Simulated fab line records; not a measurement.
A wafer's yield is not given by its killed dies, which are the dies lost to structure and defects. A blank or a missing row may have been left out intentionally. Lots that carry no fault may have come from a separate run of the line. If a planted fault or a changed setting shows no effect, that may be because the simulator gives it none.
Which tool was responsible?    flow gf180mcu    21 wafers from 7 lots sampled at 3 of the route's 602 steps

== WHAT EACH GAUGE READ, for each wafer ==
GF_V2_RS_MEAS_24: the measuring method here is four-point-probe.
lot   measured      on             V2_W_RS (ohm/sq)
L775  day 20 19:26  film-metro-01  0.324 0.323 0.327
L787  day 25 01:01  film-metro-04  0.331 0.331 0.326
L790  day 25 23:12  film-metro-04  0.332 0.325 0.329
L793  day 26 19:53  film-metro-02  0.322 0.320 0.323
L795  day 27 16:23  film-metro-02  0.323 0.326 0.320

== WHICH TOOL RAN EACH LOT (tool, then ch and the chambers of the sampled wafers, then the start) ==
lot   GF_SAB_DEVELOP_08                  GF_M1_SPUTTER_00
L775  litho-track-04 ch 0, day 15 13:14  pvd-sputter-01, day 16 13:57
L777  litho-track-02, day 16 09:20       -
L779  litho-track-04, day 17 01:40       -
L787  litho-track-04 ch 0, day 19 20:46  pvd-sputter-03, day 21 00:20
L790  litho-track-04 ch 0, day 20 22:55  pvd-sputter-01, day 22 02:04
L793  litho-track-02 ch 0, day 21 21:47  pvd-sputter-01, day 22 23:19
L795  litho-track-03 ch 0, day 22 19:57  pvd-sputter-04, day 23 21:53
- GF_SAB_DEVELOP_08: develop time 60 s.
- GF_M1_SPUTTER_00: material Ti, target thk 37.5 nm, time 150 s.

== THE ANSWER, worked out from the rows above alone ==
Rule: the usual values come from the lots themselves. The widest of any qualifying gaps counts: lots, ordered by their means at a reading, are off when they make up no more than a third of the lots, leave a main group of 4 or more, and stand apart from it by 3 or more times the standard deviation of that group's means. The tables above print the reading to a certain number of digits; a main group whose means all agree to those digits is not used. A lot without any number at a reading at which 4 lots or more have one is off too. The other lots that the step has rows for count as sound.
None of the lots is off at any reading shown; this tells nothing.

== WHAT THE SIMULATOR HAD INSERTED ==
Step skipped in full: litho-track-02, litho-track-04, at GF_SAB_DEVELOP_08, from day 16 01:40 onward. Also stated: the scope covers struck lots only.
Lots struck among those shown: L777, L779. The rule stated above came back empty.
